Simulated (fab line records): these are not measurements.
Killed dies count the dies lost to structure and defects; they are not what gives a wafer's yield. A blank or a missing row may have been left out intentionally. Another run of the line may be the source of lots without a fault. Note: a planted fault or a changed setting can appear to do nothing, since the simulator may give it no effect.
Shared-tool check | flow gf180mcu | 11 lots and 33 wafers in the sample

== WHAT PROMPTED THE OPENING ==
At GF_TOP_METAL_RS_MEAS_05 the reading TOP_METAL_ALCU_RS is flagged on 2 of 11 lots. No-fault wafers: 0.0329 ohm/sq, standard deviation 0.00036.
Rule: flag the lot when none of its wafers has a number, or when each of its wafers that has one lies beyond 4 standard deviations from that mean. All remaining lots are regarded as sound.

lot  | measured     | on            | TOP_METAL_ALCU_RS (ohm/sq), wafer by wafer | flag
L612 | day 27 02:36 | film metro-01 | 0.0327 0.0328 0.0326                       |
L613 | day 27 10:43 | film metro-04 | 0.0329 0.0329 0.0332                       |
L614 | day 27 17:49 | film metro-02 | 0.0329 0.0335 0.0336                       |
L616 | day 28 15:02 | film metro-02 | 0.0333 0.0333 0.0333                       |
L618 | day 29 11:20 | film metro-04 | 0.0328 0.0327 0.0327                       |
L619 | day 29 16:28 | film metro-04 | 0.0328 0.0328 0.0327                       |
L620 | day 30 09:24 | film metro-01 | 0.0327 0.0331 0.0329                       |
L621 | day 30 12:03 | film metro-01 | 0.0327 0.0325 0.0323                       |
L627 | day 31 20:04 | film metro-02 | 0.0372 0.0370 0.0372                       | FLAGGED
L629 | day 32 05:41 | film metro-02 | 0.0371 0.0366 0.0370                       | FLAGGED
L633 | day 33 15:14 | film metro-02 | 0.0325 0.0325 0.0325                       |
The mean of the flagged lots' numbers is 0.0370 ohm/sq, +0.0041 ohm/sq from the usual (+11 standard deviations).

== LOT BY LOT: THE TOOL USED ==
2 process steps preceding the reading are held in the record, out of 602 steps in the route. Every cell lists first the tool, next ch and the chambers used by the sampled wafers, and last the start.
lot  | flag    | GF_V5_CVD_02                    | GF_TOP_METAL_SPUTTER_02
L612 |         | pecvd-04 ch 0,1,2, day 26 03:39 | pvd sputter-03, day 27 02:31
L613 |         | pecvd-02 ch 0,1,2, day 26 12:03 | pvd sputter-01, day 27 10:35
L614 |         | pecvd-01 ch 0,1,2, day 26 20:04 | pvd sputter-04, day 27 17:41
L616 |         | pecvd-01 ch 1,2, day 27 17:09   | pvd sputter-04, day 28 14:53
L618 |         | pecvd-02 ch 1,2, day 28 13:19   | pvd sputter-01, day 29 11:14
L619 |         | pecvd-02 ch 0,1, day 28 19:05   | pvd sputter-03, day 29 16:20
L620 |         | pecvd-04 ch 0,1, day 29 10:26   | pvd sputter-01, day 30 09:17
L621 |         | pecvd-04 ch 0,1,2, day 29 15:47 | pvd sputter-01, day 30 11:56
L627 | FLAGGED | pecvd-04 ch 1,2, day 31 00:29   | pvd sputter-04, day 31 19:59
L629 | FLAGGED | pecvd-04 ch 0,2, day 31 09:17   | pvd sputter-04, day 32 05:34
L633 |         | pecvd-01 ch 0,1, day 32 20:53   | pvd sputter-01, day 33 15:08
What the steps here do:
- GF_V5_CVD_02: deposits SiO2 from TEOS, target thk 1450 nm, time 163.28 s.
- GF_TOP_METAL_SPUTTER_02: material AlCu, target thk 900 nm, time 47.82 s.
- GF_TOP_METAL_RS_MEAS_05: measures by four-point-probe.

== FLAGGED OVER TOTAL, TOOL BY TOOL (the gauges that took the reading come last) ==
step                    | tool           | lots run | flagged | share of the flagged lots | sound lots run after its first flagged lot
GF_V5_CVD_02            | pecvd-01       | 3        | 0       | none                      | -
GF_V5_CVD_02            | pecvd-02       | 3        | 0       | none                      | -
GF_V5_CVD_02            | pecvd-04       | 5        | 2       | all                       | 0
GF_TOP_METAL_SPUTTER_02 | pvd sputter-01 | 5        | 0       | none                      | -
GF_TOP_METAL_SPUTTER_02 | pvd sputter-03 | 2        | 0       | none                      | -
GF_TOP_METAL_SPUTTER_02 | pvd sputter-04 | 4        | 2       | all                       | 0
GF_TOP_METAL_RS_MEAS_05 | film metro-01  | 3        | 0       | none                      | -
GF_TOP_METAL_RS_MEAS_05 | film metro-02  | 5        | 2       | all                       | 1 (L633)
GF_TOP_METAL_RS_MEAS_05 | film metro-04  | 3        | 0       | none                      | -

== WHAT THE TABLE ALLOWS ==
Every flagged lot was run by 3 rows of the table: pecvd-04 at GF_V5_CVD_02, pvd sputter-04 at GF_TOP_METAL_SPUTTER_02 and film metro-02 at GF_TOP_METAL_RS_MEAS_05.
- pecvd-04 at GF_V5_CVD_02 ran 5 lots, 2 of them flagged. Last sound lot L621 at day 29 15:47, first flagged lot L627 at day 31 00:29; a fault beginning in between fits.
- pvd sputter-04 at GF_TOP_METAL_SPUTTER_02 ran 4 lots, 2 of them flagged. Last sound lot L616 at day 28 14:53, first flagged lot L627 at day 31 19:59; a fault beginning in between fits. Its own readings lie more than 4 standard deviations out on every wafer of the flagged lots: cathode dc power W.
- film metro-02 at GF_TOP_METAL_RS_MEAS_05 ran 5 lots, 2 of them flagged. After the first flagged lot (L633), sound lots still ran on it; a lasting fault on the whole tool would not permit that.
These 2 tools cannot be told apart by counting lots, since each of them fits a fault that started at some hour. More lots, or a look at what each step does to the wafer, might.

== WHAT HAD BEEN PUT IN BY THE SIMULATOR ==
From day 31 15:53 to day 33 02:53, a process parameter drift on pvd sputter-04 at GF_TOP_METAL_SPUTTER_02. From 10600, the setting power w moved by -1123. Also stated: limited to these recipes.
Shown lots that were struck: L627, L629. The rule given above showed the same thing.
